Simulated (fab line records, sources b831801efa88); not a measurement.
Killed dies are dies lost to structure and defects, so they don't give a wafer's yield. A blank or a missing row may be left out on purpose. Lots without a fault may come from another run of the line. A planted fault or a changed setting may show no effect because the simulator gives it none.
Which tool did it? | flow gf180mcu | 12 lots, 36 wafers sampled, at 4 steps of a route of 602

WHAT THE GAUGES READ, wafer by wafer
GF_V1_RS_MEAS_24: measures by four-point-probe.
lot  | measured     | on            | V1_W_RS (ohm/sq)
L075 | day 18 13:14 | film_metro-03 | 0.324 0.325 0.320
L077 | day 19 08:32 | film_metro-04 | 0.322 0.323 0.323
L079 | day 19 21:54 | film_metro-01 | 0.326 0.332 0.323
L081 | day 20 22:03 | film_metro-04 | 0.326 0.325 0.322
L083 | day 21 12:45 | film_metro-01 | 0.324 0.314 0.323
L085 | day 22 12:51 | film_metro-04 | 0.325 0.325 0.329
L087 | day 23 05:50 | film_metro-04 | 0.324 0.321 0.323
L089 | day 24 01:31 | film_metro-03 | 0.322 0.324 0.325
L091 | day 24 10:08 | film_metro-01 | 0.324 0.327 0.323
L093 | day 24 23:21 | film_metro-04 | 0.323 0.324 0.325
L095 | day 25 14:45 | film_metro-04 | 0.325 0.326 0.324
L097 | day 26 06:32 | film_metro-03 | 0.323 0.322 0.319

WHICH TOOL RAN EACH LOT (tool, then ch and the chambers of the sampled wafers, then the start)
lot  | GF_STI_ETCH_13                    | GF_VT_IMPLANT_STRIP_20               | GF_CONTACT_CMP_04
L075 | rie_diel-02 ch 1,2,3, day 2 09:05 | plasma_asher-04 ch 0,1, day 6 13:37  | cmp-01 ch 0,1,2, day 15 14:35
L077 | rie_diel-02 ch 0,1,2, day 2 17:33 | plasma_asher-04 ch 0,1, day 7 02:58  | cmp-02 ch 0,1,3, day 16 07:41
L079 | rie_diel-01 ch 0,2, day 3 02:46   | plasma_asher-03 ch 1, day 7 12:13    | cmp-01 ch 0,1,3, day 16 18:37
L081 | rie_diel-04 ch 2,3, day 3 13:37   | plasma_asher-04 ch 0,1, day 8 03:59  | cmp-01 ch 1,2,3, day 17 17:10
L083 | rie_diel-04 ch 0,1,2, day 4 00:02 | plasma_asher-03 ch 0,1, day 8 14:22  | cmp-01 ch 1,2,3, day 18 08:58
L085 | rie_diel-04 ch 1,2, day 4 09:57   | plasma_asher-04 ch 0, day 9 08:28    | cmp-02 ch 1,2, day 19 09:22
L087 | rie_diel-02 ch 2,3, day 4 20:04   | plasma_asher-03 ch 0,1, day 9 19:10  | cmp-01 ch 0,2,3, day 20 02:08
L089 | rie_diel-02 ch 0,3, day 5 09:43   | plasma_asher-01 ch 0,1, day 10 08:40 | cmp-02 ch 0,2,3, day 21 00:20
L091 | rie_diel-04 ch 1,2,3, day 5 17:01 | plasma_asher-03 ch 0,1, day 10 18:16 | cmp-02 ch 0,3, day 21 09:17
L093 | rie_diel-02 ch 2,3, day 6 03:24   | plasma_asher-04 ch 0,1, day 11 05:28 | cmp-02 ch 0,2, day 21 23:07
L095 | rie_diel-04 ch 0,1,3, day 6 14:36 | plasma_asher-04 ch 0,1, day 11 20:10 | cmp-01 ch 1,2,3, day 22 16:23
L097 | rie_diel-04 ch 0,2, day 7 00:03   | plasma_asher-04 ch 0,1, day 12 07:28 | cmp-02 ch 0,3, day 23 08:54
- GF_STI_ETCH_13: etches the open film in CHF3/O2, stops on Si, target depth 282.31 nm, time 112.9 s.
- GF_VT_IMPLANT_STRIP_20: strips in O2/N2.
- GF_CONTACT_CMP_04: polishes SiO2.

THE ANSWER, worked out from the rows above alone
Rule: what is usual is taken from the lots themselves. Put in order of their means at a reading, lots are off if they are a third of the lots or fewer, leave a main group of 4 or more, and stand apart from it by a gap of 3 or more times the standard deviation of the main group's means; of several such gaps the widest counts. A main group whose means are all the same, to the digits that the tables above print for the reading, isn't used. A lot without any number at a reading at which 4 lots or more have one is off too. The other lots that the step has rows for count as sound.
No lot is off at any reading shown: from this, nothing can be told.

WHAT THE SIMULATOR HAD PUT IN
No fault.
